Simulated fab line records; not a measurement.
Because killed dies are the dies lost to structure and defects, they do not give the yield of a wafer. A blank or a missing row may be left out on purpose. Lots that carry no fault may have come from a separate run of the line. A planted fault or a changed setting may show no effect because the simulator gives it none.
Comparing a struck lot with a sound one | flow sky130 | 17 out of 708 route steps
Sound: the wafers L704.1, L704.3, L704.6. Struck: wafers L709.1, L709.3, L709.6. The cause is named last.
For every step that has rows: the tool of each side, followed by ch and its chambers, followed by its first start. Under that, the readings that differ: sound wafers | struck wafers | difference of the means | sigmas: that difference in standard deviations of wafers without a fault.
alike: a reading whose means differ by less than 2 such deviations, as well as words and numbers matching on both sides. not compared: withheld readings; readings where some wafer has no value; bounds like >300 that might hide an equal value; numbers whose values overlap and for which the record gives no deviation.
The two part at a step that has a row with sigmas, a row that says differs or no value, or rows on one side only. Non-overlapping numbers with no deviation appear without sigmas and do not part them. A reading that every wafer of one side lacks parts them only if that side has two wafers or more.

SKY_FIELD_ISO_ETCH_15: etches the open film in CHF3/O2, stops on Si, target depth 180 nm, time 72 s.
  sound on rie_diel-03 ch 2,3, day 3 04:15; struck on rie_diel-04 ch 1,3, day 4 02:43
  alike: drypump_motor_current_A, oes_product_au, throttle_valve_pct
  not compared: rf_hours_counter_h
SKY_FIELD_ISO_STRIP_16: strips in O2/N2.
  sound on plasma_asher-04 ch 0, day 3 04:19; struck on plasma_asher-03 ch 0,1, day 4 02:47
  reading                     | sound          | struck         | difference | sigmas
  drypump_motor_current_A (A) | 5.55 5.56 5.55 | 5.83 5.83 6.16 | +0.39      | +2
  alike: oes_product_au, strip_time_to_endpoint_s
  not compared: rf_hours_counter_h
SKY_FIELD_ISO_ETCH_17: etches Si in HBr/Cl2/O2, target depth 342 nm, time 97.7 s.
  sound on rie_si-01 ch 2,3, day 3 04:25; struck on rie_si-01 ch 0,2,3, day 4 02:53
  alike: drypump_motor_current_A, he_backside_leak_sccm, mfc_cl2_sccm, oes_product_au, throttle_valve_pct
  not compared: rf_hours_counter_h
then, 5 steps without rows for these wafers: SKY_FIELD_ISO_WET_ETCH_18 (etches Si3N4 in H3PO4, target depth 25 nm, time 286 s); SKY_FIELD_ISO_CLEAN_19 (cleans in SC1/SC2, time 150 s); SKY_FIELD_ISO_CLEAN_20 (cleans in dHF, time 20 s); SKY_FIELD_ISO_WET_ETCH_21 (etches SiO2 in dHF, target depth 20 nm, time 400 s); SKY_FIELD_ISO_OXIDATION_22 (stabilise 600 s, purge 300 s, target thk 10 nm).
SKY_FIELD_ISO_THK_MEAS_23:
  sound on film_metro-01 at day 3 05:55; struck on film_metro-04 at day 4 05:50
  alike: FIELD_ISO_OXIDATION_01_THK
then, 1 step without rows for these wafers: SKY_FIELD_ISO_CVD_24 (deposits SiO2, target thk 595 nm, time 99.2 s).
SKY_FIELD_ISO_THK_MEAS_25:
  sound on film_metro-04 at day 3 06:03; struck on film_metro-04 at day 4 05:59
  alike: FIELD_ISO_CVD_24_THK
then, 1 step without rows for these wafers: SKY_FIELD_ISO_ANNEAL_26 (time 1800 s).
SKY_FIELD_ISO_CMP_27: polishes, stops on Si3N4, t overpolish 16 s, target thk 457.8 nm.
  sound on cmp-02 ch 0,1, day 3 07:37; struck on cmp-01 ch 0,2, day 4 08:44
  no value came back on the struck wafers for any of 6 readings (edge_zone_pressure_frac, head_pressure_psi (psi) and others); on the sound wafers edge_zone_pressure_frac reads 1.009 1.006 1.005
  reading                                    | sound             | struck            | difference | sigmas
  model.SiO2_of_FIELD_ISO_CVD_24.thk_nm (nm) | 457.7 457.4 457.8 | 589.8 595.4 600.4 | +137.6     |
then, 2 steps without rows for these wafers: SKY_FIELD_ISO_WET_ETCH_28 (etches SiO2 in dHF, target depth 23.7 nm, time 47 s); SKY_FIELD_ISO_WET_ETCH_29 (etches Si3N4 in H3PO4, target depth 160 nm, time 1825 s).
SKY_FIELD_ISO_WET_ETCH_30: etches SiO2 in dHF, target depth 25 nm, time 50 s.
  sound on wet_bench-03 ch 2, day 3 08:27; struck on wet_bench-04 ch 1, day 4 09:34
  reading                                    | sound             | struck            | difference | sigmas
  model.SiO2_of_FIELD_ISO_CVD_24.thk_nm (nm) | 404.6 404.3 404.9 | 536.7 542.3 547.2 | +137.5     |
-- here the record skips 42 days between the struck wafers' starts before and after, leaving off in module FIELD_ISO and picking up in module PAD_OPEN (first step shown: number 708 of the route) --
SKY_PAD_OPEN_PROBE_99:
  sound on prober-01 at day 44 19:05; struck on prober-01 at day 46 00:19
  reading             | sound    | struck      | difference | sigmas
  killed_at_front_end | 18 18 18 | 413 417 422 | +399       | +87
  killed_dies         | 76 83 98 | 492 492 492 | +406       | +44
  killed_on_rim       | 19 17 22 | 96 96 96    | +77        | +19
  alike: killed_at_M0_to_M3, killed_at_M4_up, killed_at_contacts, killed_at_other, killed_open, killed_short

## WHERE THEY PART
Earliest at SKY_FIELD_ISO_STRIP_16; latest, in this record, at SKY_PAD_OPEN_PROBE_99.

WHY: whatever the simulator had introduced
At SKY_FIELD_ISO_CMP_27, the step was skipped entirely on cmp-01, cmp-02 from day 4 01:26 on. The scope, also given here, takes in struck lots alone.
